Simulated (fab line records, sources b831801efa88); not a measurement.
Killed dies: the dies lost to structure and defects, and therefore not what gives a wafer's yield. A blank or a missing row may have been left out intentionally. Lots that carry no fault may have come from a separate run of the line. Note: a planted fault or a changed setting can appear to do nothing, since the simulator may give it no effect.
fab line records	flow sky130
[record] lots = 12	wafers = 36	last_day = 50
route steps=708 shown FIELD_ISO@2 NWELL@34 PAD_OPEN@708
lots that met no fault: from a run of the same line without faults
start_h: the number of hours between the record's first day and the start of the first shown wafer of the lot	wait_h: how many hours have passed since the lot's step before this one	" repeats the value in the row above	L1.1+2: a single row standing in for several wafers	- value missing, or start not given	* or withheld: withheld	< > ~ a bound
route shown NAME@n: NAME is a module with steps in the file, n the number in the route of the first one	usual: mean/standard deviation taken from wafers without a fault	same: alike in all rows	chamber/n: place in a boat	sites: the reading at each site	_std_site: standard deviation of those values	_edge_site: the outer-site mean with the inner-site mean subtracted	radius_mm: how far each site lies from the wafer's centre	mask NAME#n: copy n	behind: the last tool/chamber to shape the wafer	hold: why the lot was held/for how many hours/how that ended	device: transistor that didn't switch, given as n, p or np	end of line: tests of these same wafers at the route's end	step lacking rows: just its recipe	killed: the dies lost at the first sort to structure and to defects; this is not the yield of the wafer	map: dies across one wafer; x = killed, . = not, _ = none there
set.NAME: setting as actually run; set.NAME@STEP: the setting as run at that earlier step	model.NAME: the simulator's own value behind a step, which no gauge read
steps of the route over a sample of lots; a table a step, a row a wafer
services: a tool's chamber out of use, with start hour (start_h, from the record's first day; less than 0 if before it), hours out, and reason
[[steps]]
[step SKY_FIELD_ISO_OXIDATION_01]
[recipe] temp_c = 900	ambient = O2	stabilise_s = 600	purge_s = 300	target_thk_a = 120	ox_time_s = 1843
[usual] ox_temp_c_max = 903.3/0.93	zone_power_bottom_pct = 25.9/1.6	zone_power_top_pct = 33.9/1.3
lot.wafer	tool	chamber	start_h	wait_h	ox_temp_c_max	zone_power_bottom_pct	zone_power_top_pct
L864.2	furnace-01	0	10.43	0.4	904.2	23.5	35.6
L864.3	"	0	"	"	903.6	22.8	36.3
L864.6	"	0	"	"	903.8	23.3	35.9
L867.2	furnace-01	0	26.91	1.9	904.7	23.3	35.6
L867.3	"	0	"	"	903.6	23.2	36.0
L867.6	"	0	"	"	904.3	22.7	36.1
L868.2	furnace-02	0	33.11	3.1	902.9	27.2	32.6
L868.3	"	0	"	"	902.8	26.9	32.9
L868.6	"	0	"	"	903.5	26.6	33.7
L868.2	furnace-02	0	36.12	1.5	902.4	27.2	32.8
L868.3	"	0	"	"	903.2	26.3	33.5
L868.6	"	0	"	"	902.6	26.8	33.1
L869.1	furnace-02	0	36.12	1.1	903.5	26.9	33.4
L869.3	"	0	"	"	903.8	26.8	32.7
L869.4	"	0	"	"	903.8	26.9	33.2
L869.1	furnace-01	0	39.09	1.5	905.5	23.1	36.2
L869.3	"	0	"	"	903.6	22.8	36.3
L869.4	"	0	"	"	904.8	23.3	35.6
L870.1	furnace-02	0	40.12	0.1	903.7	26.7	33.0
L870.4	"	0	"	"	902.1	27.3	33.6
L870.5	"	0	"	"	903.4	26.7	33.3
L871.1	furnace-01	0	46.07	1.0	904.6	23.4	35.7
L871.2	"	0	"	"	905.2	23.3	36.0
L871.3	"	0	"	"	904.8	23.7	36.2
L871.1	furnace-01	0	48.99	1.4	905.3	23.3	36.2
L871.2	"	0	"	"	906.0	23.4	35.6
L871.3	"	0	"	"	907.1	23.1	36.0
L872.1	furnace-01	0	51.63	1.6	904.0	23.3	36.4
L872.2	"	0	"	"	904.3	23.2	35.7
L872.3	"	0	"	"	906.0	23.3	36.0
L877.2	furnace-02	0	79.74	4.7	903.1	26.4	33.1
L877.4	"	0	"	"	902.7	26.2	33.7
L877.5	"	0	"	"	903.6	27.2	33.5
L880.2	furnace-02	0	91.27	1.2	902.6	27.0	33.3
L880.4	"	0	"	"	903.6	26.8	33.1
L880.6	"	0	"	"	902.7	26.6	32.8
L882.1	furnace-01	0	100.12	0.1	904.9	23.3	36.2
L882.2	"	0	"	"	905.3	23.3	36.8
L882.6	"	0	"	"	903.1	22.9	36.2
L885.1	furnace-02	0	115.12	0.1	902.3	27.0	33.3
L885.3	"	0	"	"	903.1	26.9	33.0
L885.6	"	0	"	"	902.9	26.9	33.3
L886.4	furnace-02	0	120.12	0.0	902.8	26.7	33.2
L886.5	"	0	"	"	902.8	26.8	33.4
L886.6	"	0	"	"	902.3	26.6	32.9
[step SKY_FIELD_ISO_THK_MEAS_02]
[recipe] reads = SiO2_of_FIELD_ISO_OXIDATION_01
[usual] FIELD_ISO_OXIDATION_00_THK = 12.05/0.21
lot.wafer	tool	chamber	start_h	wait_h	FIELD_ISO_OXIDATION_00_THK[nm]
L864.2	film_metro-01	-	11.96	0.0	12.18
L864.3	"	-	"	"	11.73
L864.6	"	-	"	"	11.87
L867.2	film_metro-02	-	28.43	0.0	12.16
L867.3	"	-	"	"	12.26
L867.6	"	-	"	"	12.12
L868.2	film_metro-04	-	37.76	0.1	18.91
L868.3	"	-	"	"	19.00
L868.6	"	-	"	"	19.21
L869.1	film_metro-01	-	40.61	0.0	19.06
L869.3	"	-	"	"	19.43
L869.4	"	-	"	"	19.39
L870.1	film_metro-01	-	41.63	0.0	12.26
L870.4	"	-	"	"	12.48
L870.5	"	-	"	"	12.46
L871.1	film_metro-04	-	50.50	0.0	19.42
L871.2	"	-	"	"	19.57
L871.3	"	-	"	"	19.52
L872.1	film_metro-02	-	53.15	0.0	12.08
L872.2	"	-	"	"	12.04
L872.3	"	-	"	"	11.90
L877.2	film_metro-02	-	81.26	0.0	12.08
L877.4	"	-	"	"	12.11
L877.5	"	-	"	"	12.10
L880.2	film_metro-01	-	92.79	0.0	11.60
L880.4	"	-	"	"	11.74
L880.6	"	-	"	"	11.79
L882.1	film_metro-04	-	101.63	0.0	11.86
L882.2	"	-	"	"	12.02
L882.6	"	-	"	"	11.82
L885.1	film_metro-01	-	116.63	0.0	12.24
L885.3	"	-	"	"	12.26
L885.6	"	-	"	"	12.28
L886.4	film_metro-01	-	121.66	0.0	12.10
L886.5	"	-	"	"	12.28
L886.6	"	-	"	"	12.20
[step SKY_FIELD_ISO_STRIP_16]
[recipe] chemistry = O2/N2	power_w = 1400	pressure_mtorr = 1500	platen_temp_c = withheld	o2_flow_sccm = 3000	n2_flow_sccm = 300	overash_fraction = 0.5
[usual] drypump_motor_current_A = 5.6/0.5	oes_product_au = 0.378/0.0051	strip_time_to_endpoint_s = 3.55/0.04
lot.wafer	tool	chamber	start_h	wait_h	drypump_motor_current_A	oes_product_au	rf_hours_counter_h	strip_time_to_endpoint_s
L864.2	plasma_asher-02	0	29.49	0.0	5.1	0.372	34	3.50
L864.3	"	1	"	"	6.1	0.375	-	3.57
L864.6	"	0	"	"	5.1	0.373	-	3.50
L867.2	plasma_asher-04	1	46.22	0.0	4.9	0.378	24	3.52
L867.3	"	0	"	"	6.1	0.387	-	3.57
L867.6	"	0	"	"	6.1	0.381	-	3.58
L868.2	plasma_asher-01	1	52.87	0.0	5.5	0.381	36	3.53
L868.3	"	1	"	"	5.5	0.380	-	3.56
L868.6	"	0	"	"	6.0	0.369	-	3.50
L869.1	plasma_asher-02	0	56.29	0.0	5.1	0.387	37	3.65
L869.3	"	0	"	"	5.1	0.381	-	3.57
L869.4	"	1	"	"	6.2	0.372	-	3.52
L870.1	plasma_asher-02	1	60.79	0.0	6.1	0.372	37	3.63
L870.4	"	1	"	"	6.2	0.382	-	3.54
L870.5	"	1	"	"	6.2	0.374	-	3.52
L871.1	plasma_asher-04	1	66.84	0.0	4.9	0.367	26	3.51
L871.2	"	0	"	"	6.1	0.382	26	3.52
L871.3	"	0	"	"	6.1	0.384	-	3.57
L872.1	plasma_asher-02	1	71.54	0.0	6.2	0.371	38	3.53
L872.2	"	0	"	"	5.1	0.378	38	3.60
L872.3	"	1	"	"	6.1	0.376	-	3.52
L877.2	plasma_asher-04	0	101.09	0.0	6.1	0.374	29	3.52
L877.4	"	1	"	"	4.9	0.373	-	3.54
L877.5	"	1	"	"	4.9	0.377	-	3.51
L880.2	plasma_asher-04	1	115.04	0.0	4.9	0.381	30	3.54
L880.4	"	0	"	"	6.1	0.383	-	3.58
L880.6	"	1	"	"	4.9	0.386	-	3.57
L882.1	plasma_asher-02	0	124.89	0.0	5.1	0.388	44	3.59
L882.2	"	1	"	"	6.2	0.378	44	3.54
L882.6	"	1	"	"	6.2	0.387	-	3.61
L885.1	plasma_asher-01	1	137.59	0.0	5.4	0.383	2	3.60
L885.3	"	0	"	"	5.9	0.377	-	3.49
L885.6	"	0	"	"	6.0	0.372	-	3.48
L886.4	plasma_asher-01	0	143.60	0.1	6.0	0.378	-	3.54
L886.5	"	1	"	"	5.5	0.375	-	3.55
L886.6	"	0	"	"	5.9	0.378	-	3.49
[step SKY_NWELL_THK_MEAS_02]
[recipe] reads = SiO2_of_NWELL_OXIDATION_01
[usual] NWELL_OXIDATION_THK = 9.96/0.19
lot.wafer	tool	chamber	start_h	wait_h	NWELL_OXIDATION_THK[nm]
L864.2	film_metro-01	-	39.10	0.0	10.11
L864.3	"	-	"	"	10.17
L864.6	"	-	"	"	10.10
L867.2	film_metro-03	-	56.08	0.0	10.06
L867.3	"	-	"	"	10.12
L867.6	"	-	"	"	10.09
L868.2	film_metro-02	-	59.89	0.0	10.09
L868.3	"	-	"	"	10.12
L868.6	"	-	"	"	9.84
L869.1	film_metro-03	-	63.30	0.0	9.97
L869.3	"	-	"	"	10.03
L869.4	"	-	"	"	10.06
L870.1	film_metro-01	-	68.94	0.0	9.81
L870.4	"	-	"	"	9.96
L870.5	"	-	"	"	9.93
L871.1	film_metro-01	-	77.14	0.0	10.08
L871.2	"	-	"	"	10.17
L871.3	"	-	"	"	10.35
L872.1	film_metro-01	-	89.77	0.0	10.31
L872.2	"	-	"	"	10.32
L872.3	"	-	"	"	10.17
L877.2	film_metro-02	-	108.62	0.0	9.55
L877.4	"	-	"	"	9.57
L877.5	"	-	"	"	9.77
L880.2	film_metro-03	-	122.55	0.0	10.07
L880.4	"	-	"	"	9.99
L880.6	"	-	"	"	10.06
L882.1	film_metro-01	-	134.86	0.0	9.84
L882.2	"	-	"	"	9.83
L882.6	"	-	"	"	10.08
L885.1	film_metro-01	-	148.50	0.0	10.04
L885.3	"	-	"	"	9.81
L885.6	"	-	"	"	9.97
L886.4	film_metro-03	-	153.63	0.0	10.02
L886.5	"	-	"	"	10.07
L886.6	"	-	"	"	10.20
[step SKY_NWELL_OVL_MEAS_23]
[usual] NWELL_01_OVL = 0.4/1.3
lot.wafer	tool	chamber	start_h	wait_h	NWELL_01_OVL[nm]
L864.2	overlay-02	-	106.93	-	-0.4
L864.3	"	-	"	"	-2.2
L864.6	"	-	"	"	-0.9
L867.2	overlay-02	-	126.80	-	1.0
L867.3	"	-	"	"	-0.8
L867.6	"	-	"	"	-0.2
L868.2	overlay-02	-	131.15	-	0.8
L868.3	"	-	"	"	-0.6
L868.6	"	-	"	"	0.6
L869.1	overlay-01	-	135.04	-	0.5
L869.3	"	-	"	"	0.5
L869.4	"	-	"	"	0.6
L870.1	overlay-01	-	140.95	-	-0.4
L870.4	"	-	"	"	-0.8
L870.5	"	-	"	"	0.7
L871.1	overlay-01	-	152.39	-	0.6
L871.2	"	-	"	"	-1.5
L871.3	"	-	"	"	2.1
L872.1	overlay-01	-	166.00	-	2.4
L872.2	"	-	"	"	2.9
L872.3	"	-	"	"	3.8
L877.2	overlay-02	-	186.90	-	1.2
L877.4	"	-	"	"	0.0
L877.5	"	-	"	"	0.0
L880.2	overlay-02	-	204.28	-	1.7
L880.4	"	-	"	"	4.7
L880.6	"	-	"	"	3.8
L882.1	overlay-02	-	218.60	-	-0.6
L882.2	"	-	"	"	2.3
L882.6	"	-	"	"	0.4
L885.1	overlay-01	-	234.40	-	-0.6
L885.3	"	-	"	"	0.2
L885.6	"	-	"	"	-0.2
L886.4	overlay-02	-	241.21	-	0.5
L886.5	"	-	"	"	1.7
L886.6	"	-	"	"	-0.1
[step SKY_PAD_OPEN_PROBE_99]
[usual] killed_at_M0_to_M3 = 46/6.7	killed_at_M4_up = 3.3/2	killed_at_contacts = 24/5.4	killed_at_front_end = 15/4.3	killed_at_other = 0.4/0.64	killed_dies = 89/9.1	killed_open = 48/7.2	killed_short = 40/6.3
[same] gross_dies = 492	killed_at_back_side = 0
lot.wafer	tool	chamber	start_h	wait_h	killed_at_M0_to_M3	killed_at_M4_up	killed_at_contacts	killed_at_front_end	killed_at_other	killed_dies	killed_open	killed_short
L868.2	prober-02	-	1113.14	0.1	44	2	27	13	1	87	42	44
L868.3	prober-02	-	1113.19	0.2	48	2	21	19	0	90	52	35
L868.6	prober-02	-	1113.34	0.2	50	1	30	17	0	98	54	44
L869.1	prober-01	-	1123.64	0.1	59	2	27	18	0	106	63	43
L869.3	prober-01	-	1123.74	0.2	45	8	31	19	0	103	52	51
L869.4	prober-01	-	1123.79	0.2	53	6	25	14	1	99	52	47
L872.1	prober-02	-	1152.10	0.1	38	2	16	16	0	72	36	36
L872.2	prober-02	-	1152.15	0.1	58	1	19	17	0	95	53	41
L872.3	prober-02	-	1152.20	0.2	51	2	27	15	1	96	52	44
L880.2	prober-01	-	1180.35	0.1	43	7	25	20	0	95	50	45
L880.4	prober-01	-	1180.45	0.2	41	2	24	17	0	84	51	33
L880.6	prober-01	-	1180.55	0.2	41	5	23	12	0	81	38	43
L885.1	prober-01	-	1203.70	0.1	39	4	21	15	0	79	42	37
L885.3	prober-01	-	1203.80	0.2	46	3	23	12	0	84	45	39
L885.6	prober-01	-	1203.95	0.2	49	3	27	14	3	96	65	31
L886.4	prober-01	-	1209.46	0.2	51	0	20	14	0	85	49	36
L886.5	prober-01	-	1209.51	0.2	48	3	32	22	0	105	59	46
L886.6	prober-01	-	1209.56	0.2	39	2	26	13	1	81	36	45
// killed by level:class
L868.2 VIA1:geometric_particle:open=13 LI_CONTACT:geometric_particle:open=7 METAL2:geometric_particle:short=7 METAL1:geometric_particle:short=6 CONTACT:geometric_particle:short=6 CONTACT:geometric_particle:open=6 VIA3:geometric_particle:open=5 LI_CONTACT:geometric_particle:short=4
L868.3 VIA1:geometric_particle:open=14 CONTACT:geometric_particle:open=10 METAL2:geometric_particle:short=9 VIA3:geometric_particle:open=8 FIELD_ISO:geometric_particle:short=7 VIA2:geometric_particle:open=6 LI_CONTACT:geometric_particle:open=5 FIELD_ISO:geometric_particle:open=4
L868.6 LI_CONTACT:geometric_particle:open=10 VIA1:geometric_particle:open=9 CONTACT:geometric_particle:open=7 METAL2:geometric_particle:short=7 VIA3:geometric_particle:open=7 METAL1:geometric_particle:short=6 VIA1:geometric_particle:short=6 LOCAL_INTERCONNECT:geometric_particle:short=5
L869.1 VIA1:geometric_particle:open=19 CONTACT:geometric_particle:open=8 CONTACT:geometric_particle:short=7 VIA3:geometric_particle:open=7 METAL2:geometric_particle:short=7 METAL1:geometric_particle:short=5 VIA2:geometric_particle:open=5 FIELD_ISO:geometric_particle:short=4
L869.3 CONTACT:geometric_particle:open=11 LI_CONTACT:geometric_particle:open=10 VIA1:geometric_particle:open=10 METAL4:geometric_particle:short=8 METAL2:geometric_particle:short=7 VIA2:geometric_particle:open=7 FIELD_ISO:geometric_particle:short=5 POLY_GATE:geometric_particle:short=5
L869.4 VIA1:geometric_particle:open=14 VIA2:geometric_particle:open=11 CONTACT:geometric_particle:open=7 FIELD_ISO:geometric_particle:short=6 LI_CONTACT:geometric_particle:open=6 METAL1:geometric_particle:short=6 VIA1:geometric_particle:short=6 FIELD_ISO:geometric_particle:open=5
L872.1 VIA3:geometric_particle:open=10 METAL1:geometric_particle:short=7 FIELD_ISO:geometric_particle:short=6 LI_CONTACT:geometric_particle:open=5 CONTACT:geometric_particle:open=5 POLY_GATE:geometric_particle:open=4 VIA1:geometric_particle:open=4 POLY_GATE:geometric_particle:short=3
L872.2 VIA3:geometric_particle:open=13 CONTACT:geometric_particle:open=12 VIA1:geometric_particle:open=9 METAL1:geometric_particle:short=7 VIA2:geometric_particle:open=6 FIELD_ISO:geometric_particle:open=5 METAL2:geometric_particle:short=5 VIA3:geometric_particle:short=5
L872.3 VIA1:geometric_particle:open=10 CONTACT:geometric_particle:open=9 METAL1:geometric_particle:short=8 LI_CONTACT:geometric_particle:open=7 VIA2:geometric_particle:open=7 POLY_GATE:geometric_particle:open=6 LOCAL_INTERCONNECT:geometric_particle:short=6 VIA3:geometric_particle:short=6
L880.2 VIA1:geometric_particle:open=9 VIA2:geometric_particle:open=7 LI_CONTACT:geometric_particle:open=7 FIELD_ISO:geometric_particle:open=6 LOCAL_INTERCONNECT:geometric_particle:short=6 VIA3:geometric_particle:open=6 CONTACT:geometric_particle:open=5 METAL1:geometric_particle:short=5
L880.4 VIA1:geometric_particle:open=8 VIA3:geometric_particle:open=7 FIELD_ISO:geometric_particle:open=6 LOCAL_INTERCONNECT:geometric_particle:open=6 VIA2:geometric_particle:open=6 LI_CONTACT:geometric_particle:open=5 LOCAL_INTERCONNECT:geometric_particle:short=5 METAL1:geometric_particle:short=5
L880.6 VIA1:geometric_particle:open=10 METAL2:geometric_particle:short=8 LI_CONTACT:geometric_particle:open=8 POLY_GATE:geometric_particle:short=7 CONTACT:geometric_particle:open=7 VIA1:geometric_particle:short=4 VIA3:geometric_particle:short=4 VIA3:geometric_particle:open=4
L885.1 VIA1:geometric_particle:open=11 CONTACT:geometric_particle:open=10 FIELD_ISO:geometric_particle:short=6 LI_CONTACT:geometric_particle:open=6 VIA2:geometric_particle:open=6 POLY_GATE:geometric_particle:short=5 METAL2:geometric_particle:short=5 METAL4:geometric_particle:short=4
L885.3 VIA1:geometric_particle:open=12 CONTACT:geometric_particle:open=9 METAL1:geometric_particle:short=8 METAL2:geometric_particle:short=7 LI_CONTACT:geometric_particle:open=6 VIA3:geometric_particle:open=6 VIA1:geometric_particle:short=5 VIA2:geometric_particle:open=5
L885.6 VIA1:geometric_particle:open=15 CONTACT:geometric_particle:open=13 VIA3:geometric_particle:open=7 LI_CONTACT:geometric_particle:open=6 VIA2:geometric_particle:open=6 CONTACT:geometric_particle:short=5 VIA1:geometric_particle:short=5 METAL1:geometric_particle:open=4
L886.4 VIA1:geometric_particle:open=12 VIA3:geometric_particle:open=8 LI_CONTACT:geometric_particle:open=7 VIA2:geometric_particle:open=7 CONTACT:geometric_particle:short=6 CONTACT:geometric_particle:open=5 VIA1:geometric_particle:short=4 VIA2:geometric_particle:short=4
L886.5 VIA1:geometric_particle:open=17 CONTACT:geometric_particle:open=12 LI_CONTACT:geometric_particle:open=8 VIA3:geometric_particle:short=6 POLY_GATE:geometric_particle:open=6 POLY_GATE:geometric_particle:short=6 METAL1:geometric_particle:short=6 FIELD_ISO:geometric_particle:open=5
L886.6 CONTACT:geometric_particle:open=8 LI_CONTACT:geometric_particle:open=7 METAL1:geometric_particle:short=7 METAL2:geometric_particle:short=7 VIA1:geometric_particle:open=6 VIA3:geometric_particle:short=6 VIA2:geometric_particle:open=5 FIELD_ISO:geometric_particle:open=4
[[services]]
tool	chamber	start_h	hours	kind
furnace-01	-	21.97	3.4	pm
furnace-02	-	42.75	4.9	repair
plasma_asher-04	-	77.61	2.8	pm
plasma_asher-01	-	108.75	9.0	pm
plasma_asher-01	0	108.75	9.0	vent_cycle
plasma_asher-01	1	108.75	9.0	vent_cycle
plasma_asher-01	0	117.75	-	clean
plasma_asher-01	1	117.75	-	clean
furnace-02	-	129.06	2.9	pm
[[key]]
[first_sign] step = SKY_FIELD_ISO_OXIDATION_01	reading = visit	direction = added
[effect] step = SKY_FIELD_ISO_THK_MEAS_02	reading = FIELD_ISO_OXIDATION_00_THK	direction = up	sigmas = 34	usual = 12.05	struck = 19.28
met_at SKY_FIELD_ISO_OXIDATION_01
struck_lots L868,L869,L871
tester_left_out L868,L869,L871
not_acting_at SKY_FIELD_ISO_STRIP_16,SKY_NWELL_THK_MEAS_02,SKY_NWELL_OVL_MEAS_23
[fault] kind = repeated_step_whole	tool = furnace-01,furnace-02	chamber = -	onset_h = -	steps = SKY_FIELD_ISO_OXIDATION_01	times = 1	scope = struck_lots_only
// tester_left_out: of these lots the tester's yield and bins aren't shown, on N5 and GAA mostly nor the transistor test; their killed dies are dies lost to structure and defects alone, not to doping, threshold or leakage, so they don't give the yield
